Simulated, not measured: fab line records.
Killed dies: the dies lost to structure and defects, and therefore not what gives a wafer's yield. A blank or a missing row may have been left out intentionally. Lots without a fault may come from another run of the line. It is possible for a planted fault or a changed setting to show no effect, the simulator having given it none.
Comparing a struck lot with a sound one -- flow gf180mcu -- 44 steps out of a route of 602
Sound: these wafers, L950.1, L950.2, L950.5. Wafers L970.1, L970.3, L970.6 were the ones struck. The cause is given at the end.
Per side, at each step with rows, come the tool, then ch with its chambers, and then its first start. Under that, the readings that differ: sound wafers -- struck wafers -- difference of the means -- sigmas: that difference in standard deviations of wafers without a fault.
alike: a reading whose means differ by less than 2 such deviations, as well as words and numbers matching on both sides. not compared: withheld readings; readings where some wafer has no value; bounds like >300 that might hide an equal value; numbers whose values overlap and for which the record gives no deviation.
A row with sigmas, a row that says differs or no value, or rows on one side alone: a step with any of these is where the two part. Numbers that have no deviation but don't overlap get no sigmas and don't part them. A reading that every wafer of one side lacks parts them only if that side has two wafers or more.

first, 4 steps without rows for these wafers: GF_V3_STRIP_19 (strips in post etch residue remover, time 1200 s); GF_V3_CLEAN_20 (cleans in DIW); GF_V3_SPUTTER_21 (material Ti, target thk 15 nm, time 80.02 s); GF_V3_SPUTTER_22 (material TiN, target thk 10 nm, time 40 s).
GF_V3_CVD_23: deposits W, target thk 350 nm, time 104.9 s.
  sound on cvd-w-02 ch 0,1, day 22 07:50; struck on cvd-w-02 ch 0, day 29 00:25
  alike: heater-power-w
GF_V3_RS_MEAS_24: measurement is done with a four-point probe.
  sound on film-metro-02 at day 22 07:57; struck on film-metro-03 at day 29 00:32
  alike: V3_W_RS
GF_V3_THK_MEAS_25: measures by xrf.
  sound on film-metro-02 at day 22 08:04; struck on film-metro-03 at day 29 00:39
  alike: V3_W_THK
then, 2 steps without rows for these wafers: GF_V3_CMP_26 (polishes, stops on SiO2, t overpolish 15 s, target thk 0 nm); GF_M4_SPUTTER_00 (material Ti, target thk 37.5 nm, time 150 s).
GF_M4_SPUTTER_01: material TiN, target thk 30 nm, time 25 s.
  sound on pvd-sputter-03 at day 22 08:32; struck on pvd-sputter-04 at day 29 01:07
  alike: chamber-pressure-pa, throttle-valve-pct
GF_M4_SPUTTER_02: material AlCu, target thk 450 nm, time 23.9 s.
  sound on pvd-sputter-03 at day 22 08:34; struck on pvd-sputter-04 at day 29 01:08
  alike: chamber-pressure-pa, throttle-valve-pct
then, 1 step without rows for these wafers: GF_M4_SPUTTER_03 (material Ti, target thk 10 nm, time 6.7 s).
GF_M4_SPUTTER_04: material TiN, target thk 50 nm, time 41.7 s.
  sound on pvd-sputter-03 at day 22 08:37; struck on pvd-sputter-04 at day 29 01:11
reading,sound,struck,difference,sigmas
model.TiN_of_M4_SPUTTER_04.thk-nm (nm),50.54 49.58 49.84,38.57 38.11 38.43,-11.62,
  alike: chamber-pressure-pa, throttle-valve-pct
GF_M4_RS_MEAS_05: measurement is done with a four-point probe.
  sound on film-metro-02 at day 22 08:39; struck on film-metro-02 at day 29 01:14
  alike: M4_ALCU_RS
GF_M4_THK_MEAS_06: measures by xrf.
  sound on film-metro-02 at day 22 08:46; struck on film-metro-02 at day 29 01:21
  alike: M4_ALCU_THK
then, 7 steps without rows for these wafers: GF_M4_DEHYDRATE_07 (time 60 s); GF_M4_HMDS_08 (prime time 60 s); GF_M4_COAT_09 (resist thk 1000 nm); GF_M4_SOFTBAKE_10 (time 60 s); GF_M4_EXPOSE_11 (exposes mask Metal4, target cd 280 nm); GF_M4_PEB_12 (peb time 90 s); GF_M4_DEVELOP_13 (develop time 60 s).
GF_M4_CD_MEAS_14 targets a cd of 280 nm.
  sound on cd-sem-02 at day 23 07:19; struck on cd-sem-02 at day 29 19:55
  alike: cd-nm
GF_M4_OVL_MEAS_15:
  sound on overlay-01 at day 23 07:26; struck on overlay-01 at day 29 20:02
reading,sound,struck,difference,sigmas
M4_OVL (nm),4 6 4,-6 -9 -7,-12,-2
then, 1 step without rows for these wafers: GF_M4_METAL_ETCH_16 (etches the open film in Cl2/BCl3, stops on SiO2, target depth 750.8 nm, time 125.1 s).
GF_M4_STRIP_17: strips in O2/N2.
  sound on plasma-asher-03 ch 0,1, day 23 07:36; struck on plasma-asher-04 ch 0,1, day 29 20:12
  alike: drypump-motor-current-A, heater-power-w, oes-product-au, strip-time-to-endpoint-s
  not compared: rf-hours-counter-h
then, 3 steps without rows for these wafers: GF_M4_STRIP_18 (strips in post etch residue remover, time 1200 s); GF_M4_CLEAN_19 (cleans in DIW); GF_V4_CVD_00 (deposits SiO2, target thk 600 nm, time 100 s).
GF_V4_THK_MEAS_01:
  sound on film-metro-04 at day 23 08:14; struck on film-metro-02 at day 29 20:48
  alike: V4_CVD_00_THK
then, 1 step without rows for these wafers: GF_V4_CVD_02 (deposits SiO2 from TEOS, target thk 850 nm, time 94.851 s).
GF_V4_THK_MEAS_03:
  sound on film-metro-02 at day 23 08:22; struck on film-metro-02 at day 29 20:56
  alike: V4_CVD_02_THK
GF_V4_CMP_04: polishes SiO2.
  sound on cmp-02 ch 2,3, day 23 08:33; struck on cmp-01 ch 0,2,3, day 29 20:59
  alike: motor-current-A, time-to-endpoint-s
GF_V4_BOW_MEAS_05:
  sound on film-metro-04 at day 23 08:51; struck on film-metro-02 at day 29 21:17
  alike: V4_BOW
then, 8 steps without rows for these wafers: GF_V4_DEHYDRATE_06 (time 60 s); GF_V4_HMDS_07 (prime time 60 s); GF_V4_COAT_08; GF_V4_COAT_09 (resist thk 1000 nm); GF_V4_SOFTBAKE_10 (time 60 s); GF_V4_EXPOSE_11 (exposes mask Via4, target cd 260 nm); GF_V4_PEB_12 (peb time 90 s); GF_V4_DEVELOP_13 (develop time 60 s).
GF_V4_STRIP_19: strips in post etch residue remover, time 1200 s.
  sound on wet-bench-04 ch 0, day 24 07:57; struck on wet-bench-04 ch 2, day 30 15:24
reading,sound,struck,difference,sigmas
model.TiN_of_M4_SPUTTER_04.thk-nm (nm),49.7 48.74 49,37.73 37.28 37.59,-11.61,
-- the record jumps here: 4 days lie between the struck wafers' starts before and after (it left off in module V4 and takes up again in module PASSIVATION, whose first step shown is number 602 of the route) --
GF_PASSIVATION_PROBE_99:
  only the struck wafers here have rows in the record (prober-02, day 34 10:18); the sound ones have none

WHERE THEY PART
First at GF_M4_OVL_MEAS_15; last, within this record, at GF_PASSIVATION_PROBE_99.

WHY: what the simulator had put in
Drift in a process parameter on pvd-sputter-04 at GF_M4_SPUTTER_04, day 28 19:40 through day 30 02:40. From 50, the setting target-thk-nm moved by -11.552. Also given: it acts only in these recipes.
